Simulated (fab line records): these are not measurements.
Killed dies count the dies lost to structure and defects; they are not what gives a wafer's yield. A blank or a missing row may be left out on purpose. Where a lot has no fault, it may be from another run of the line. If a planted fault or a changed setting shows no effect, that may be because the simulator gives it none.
Commonality check across tools ; flow gf180mcu ; Sampled: 11 lots, 33 wafers

WHAT PROMPTED THE OPENING
2 of 11 lots carry a flag on the reading HV_LDD_CVD_56_THK at GF_HV_LDD_THK_MEAS_57. No-fault wafers: 89.5 nm, standard deviation 0.67.
Rule: a lot gets a flag if all its wafers with a number sit over 4 standard deviations from that mean, or if no wafer of it has a number. As for the other lots, they are considered sound.

lot;measured;on;HV_LDD_CVD_56_THK (nm), wafer by wafer;flag
L360;day 12 13:30;film_metro-03;89.7 88.9 89.3;
L361;day 12 19:44;film_metro-04;89.7 90.1 90.1;
L363;day 13 06:52;film_metro-03;90.3 89.3 89.4;
L364;day 13 19:16;film_metro-01;90.2 88.3 89.4;
L366;day 14 09:22;film_metro-04;89.8 89.8 89.0;
L373;day 16 22:26;film_metro-01;96.4 96.4 96.2;FLAGGED
L374;day 17 02:37;film_metro-01;97.3 97.1 97.7;FLAGGED
L378;day 18 11:23;film_metro-03;89.5 88.7 89.6;
L380;day 19 02:03;film_metro-01;90.0 90.7 89.5;
L381;day 19 08:34;film_metro-04;90.1 90.0 90.6;
L383;day 20 07:18;film_metro-04;90.2 90.0 90.0;
On average the flagged lots' numbers are 96.8 nm, which is +7.3 nm against the usual, or +11 standard deviations.

LOT BY LOT: THE TOOL USED
The record holds 1 process step before the reading, out of a route of 602 steps. Read each cell as the tool, then ch plus the chambers that the sampled wafers visited, then the start.
lot;flag;GF_HV_LDD_CVD_56
L360;;lpcvd-02 ch 0, day 12 12:04
L361;;lpcvd-01 ch 1, day 12 18:17
L363;;lpcvd-02 ch 1, day 13 05:25
L364;;lpcvd-02 ch 0, day 13 16:03
L366;;lpcvd-01 ch 1, day 14 07:55
L373;FLAGGED;lpcvd-02 ch 0, day 16 21:01
L374;FLAGGED;lpcvd-02 ch 1, day 17 01:11
L378;;lpcvd-01 ch 1, day 18 09:13
L380;;lpcvd-01 ch 0, day 19 00:37
L381;;lpcvd-01 ch 0, day 19 07:06
L383;;lpcvd-02 ch 0, day 20 05:52
What the steps here do:
- GF_HV_LDD_CVD_56: deposits Si3N4 from DCS/NH3, target thk 90 nm, time 1543 s.
- GF_HV_LDD_THK_MEAS_57

FLAGGED AGAINST TOTAL, ONE TOOL AT A TIME (gauges that did the reading follow at the end)
step;tool;lots run;flagged;share of the flagged lots;sound lots run after its first flagged lot
GF_HV_LDD_CVD_56;lpcvd-01;5;0;none;-
GF_HV_LDD_CVD_56;lpcvd-02;6;2;all;1 (L383)
GF_HV_LDD_THK_MEAS_57;film_metro-01;4;2;all;1 (L380)
GF_HV_LDD_THK_MEAS_57;film_metro-03;3;0;none;-
GF_HV_LDD_THK_MEAS_57;film_metro-04;4;0;none;-

WHAT THE TABLE PERMITS
In 2 table rows, all flagged lots were run: lpcvd-02 (GF_HV_LDD_CVD_56), film_metro-01 (GF_HV_LDD_THK_MEAS_57).
- lpcvd-02 at GF_HV_LDD_CVD_56: 2 of its 6 lots flagged. Lots that were sound ran on it after the first flagged one (L383); a persistent fault on the entire tool would not allow that.
- film_metro-01 at GF_HV_LDD_THK_MEAS_57: 2 of its 4 lots flagged. Lots that were sound ran on it after the first flagged one (L380); a persistent fault on the entire tool would not allow that.
No row of the table ran every flagged lot and no sound lot after the first.

WHAT THE SIMULATOR HAD INSERTED
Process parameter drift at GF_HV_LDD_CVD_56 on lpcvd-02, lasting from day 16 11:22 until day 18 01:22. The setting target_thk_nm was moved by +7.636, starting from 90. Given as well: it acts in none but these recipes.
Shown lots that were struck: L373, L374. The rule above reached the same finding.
